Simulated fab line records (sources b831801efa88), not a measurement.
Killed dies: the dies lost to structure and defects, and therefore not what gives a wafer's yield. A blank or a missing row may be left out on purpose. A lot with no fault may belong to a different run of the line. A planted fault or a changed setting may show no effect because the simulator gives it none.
Code-filled problem report in 8D (eight disciplines) form || flow sky130 || the parts of the form that need people (team, actions taken, sign-off) are left out

== 1. WHAT WENT WRONG ==
At SKY_FIELD_ISO_WET_ETCH_28, run_length_s averages 104 s over 6 wafers from 2 lots, while fault-free wafers read 77 s, standard deviation 3.4. That puts it +8.1 standard deviations away from the usual mean.
The step: etches SiO2 in dHF, target depth 23.7 nm, time 47 s.
First seen on wafer L728.4, day 4 14:59, on wet_bench-03. Wafers with a number at this step in the record: 33, from 11 lots. By rule, "out" or "out of limits" means more than 4 standard deviations away from the usual mean. The rest of the wafers with a number are treated as sound.

== 2. WHAT IT IS AND WHAT IT IS NOT ==
{"question": "which readings at this step", "is": "run_length_s", "is not": "-"}
{"question": "which lots", "is": "L728, L729", "is not": "L718, L719, L720, L721, L733, L735, L736, L740, L741"}
{"question": "which wafers of those lots", "is": "all that have a number", "is not": "-"}
{"question": "read on which tools", "is": "wet_bench-03", "is not": "wet_bench-01, wet_bench-04"}
{"question": "when", "is": "from day 4 14:59", "is not": "up to then (12 sound wafers); but 15 sound wafers of L733, L735, L736, L740, L741 came after"}

== 3. SUSPECTS, AND WHAT RULES EACH OUT ==
Counting: any tool at a process step up to the reading is kept as a suspect provided that every lot that is out went through it and no sound lot did after the first of them.
- wet_bench-03 at SKY_FIELD_ISO_WET_ETCH_28 (etches SiO2 in dHF, target depth 23.7 nm, time 47 s): kept. Every lot that is out went through it, starting with L728 (day 4 14:59), and after that it ran no sound lot; the last sound lot it ran before then is L718 (day 2 10:31). On those wafers its own readings are out: run_length_s.
Remaining after the count: wet_bench-03 at SKY_FIELD_ISO_WET_ETCH_28.

== 4. THE CAUSE (what the simulator had put in) ==
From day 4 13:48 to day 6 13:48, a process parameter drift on wet_bench-03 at SKY_FIELD_ISO_WET_ETCH_28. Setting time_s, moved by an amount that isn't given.
This tool alone remained once counting was done.

== 5. THE CHAIN OF EFFECTS, in route order ==
Rows list readings where the struck wafers' mean (over those with a number) sits beyond 3 standard deviations from the usual. Only readings whose record carries a usual standard deviation are examined. hours: median over the lots of the time between each lot's start at the first step of this table that gives one and its start at this step. sigmas: the change, counted in usual standard deviations.
{"hours": 0, "step": "SKY_FIELD_ISO_WET_ETCH_28", "reading": "run_length_s", "usual": "77 s", "on struck wafers": 104, "change": "+28", "sigmas": "+8.1"}
Its process steps:
- SKY_FIELD_ISO_WET_ETCH_28: etches SiO2 in dHF, target depth 23.7 nm, time 47 s.
Later measuring or inspecting steps at which every struck wafer that the step has a row for has a number for every such reading, and none has moved that far: SKY_LDD_P_OVL_MEAS_08, SKY_SPACER_THK_MEAS_01.

== 6. WHAT WOULD HAVE CAUGHT IT SOONER ==
In this record the first reading out of limits was taken at day 4 14:59, 1 hour after the fault began at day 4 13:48.
